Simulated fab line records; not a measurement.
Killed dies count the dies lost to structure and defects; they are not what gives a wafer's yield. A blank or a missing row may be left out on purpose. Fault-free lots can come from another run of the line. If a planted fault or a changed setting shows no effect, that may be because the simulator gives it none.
A struck lot beside a sound one	flow sky130	15 steps out of a route of 708
Sound: wafers L309.2, L309.4, L309.5. Struck: wafers L306.2, L306.3, L306.6. The cause comes at the end.
Each step with rows lists, per side, the tool, then ch with its chambers, then its first start. Under that, the readings that differ: sound wafers	struck wafers	difference of the means	sigmas: that difference in standard deviations of wafers without a fault.
alike: words and numbers the same on both sides, and readings whose means are apart by under 2 such deviations; not compared: readings that were withheld, readings missing a value for some wafer, numbers with overlapping values and no deviation given by the record, and bounds like >300 which may hide the same value.
The two part at a step that has a row with sigmas, a row that says differs or no value, or rows on one side only. Numbers that have no deviation but don't overlap get no sigmas and don't part them. A reading missing from all wafers of one side parts the sides only when that side holds two or more wafers.

first, 7 steps without rows for these wafers: SKY_LDD_N_DEHYDRATE_00 (time 60 s); SKY_LDD_N_HMDS_01 (prime time 60 s); SKY_LDD_N_COAT_02 (resist thk 300 nm); SKY_LDD_N_SOFTBAKE_03 (time 60 s); SKY_LDD_N_EXPOSE_04 (exposes mask NTM, target cd 840 nm); SKY_LDD_N_PEB_05; SKY_LDD_N_DEVELOP_06 (develop time 60 s).
SKY_LDD_N_OVL_MEAS_07:
  struck on overlay-01, day 22 21:53; sound on overlay-02, day 23 18:30
  alike: LDD_N_OVL
then, 4 steps without rows for these wafers: SKY_LDD_N_IMPLANT_08; SKY_LDD_N_IMPLANT_09; SKY_LDD_N_IMPLANT_10; SKY_LDD_N_IMPLANT_11.
SKY_LDD_N_IMPLANT_12:
  sound on implanter-02 ch 0, day 23 21:16; struck on implanter-01 ch 0, day 22 22:32
reading	sound	struck	difference	sigmas
beamEnergyKeV	49.996 50.000 50.005	35.252 35.240 35.263	-14.749	-99 or more
model.implant.rpNm (nm)	32.22 32.22 32.22	24.58 24.58 24.58	-7.64	
model.implant.drpNm (nm)	18.83 18.83 18.83	14.7 14.7 14.7	-4.1	
  alike: beamOnS
then, 1 step without rows for these wafers: SKY_LDD_N_IMPLANT_13.
-- a jump in the record: the struck wafers' starts before and after are 26 days apart (it breaks off in module LDD_N and resumes in module PAD_OPEN, where the first step shown is number 708 of the route) --
SKY_PAD_OPEN_PROBE_99:
  struck on prober-01, day 49 07:55; sound on prober-02, day 49 20:07
reading	sound	struck	difference	sigmas
model.etest.nfet_01v8_lvt.vtSatV (V)	0.5436 0.5389 0.5439	0.5152 0.5141 0.5108	-0.0288	
model.etest.nfet_01v8.vtSatV (V)	0.6504 0.6555 0.657	0.6339 0.6358 0.6243	-0.0230	
model.etest.nfet_01v8_lvt.vtV (V)	0.6151 0.6145 0.615	0.5987 0.6058 0.6021	-0.0127	
  alike: killed_at_M0_to_M3, killed_at_M4_up, killedAtContacts, killedAtFrontEnd, killedAtOther, killedDies, killedOpen, killedShort

== WHERE THEY PART ==
Only at SKY_LDD_N_IMPLANT_12, as far as this record shows. Later steps at which nothing parts them and some readings are alike: SKY_PAD_OPEN_PROBE_99.

WHY: whatever the simulator had introduced
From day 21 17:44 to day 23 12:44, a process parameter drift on implanter-01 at SKY_LDD_N_IMPLANT_12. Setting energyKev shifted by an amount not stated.
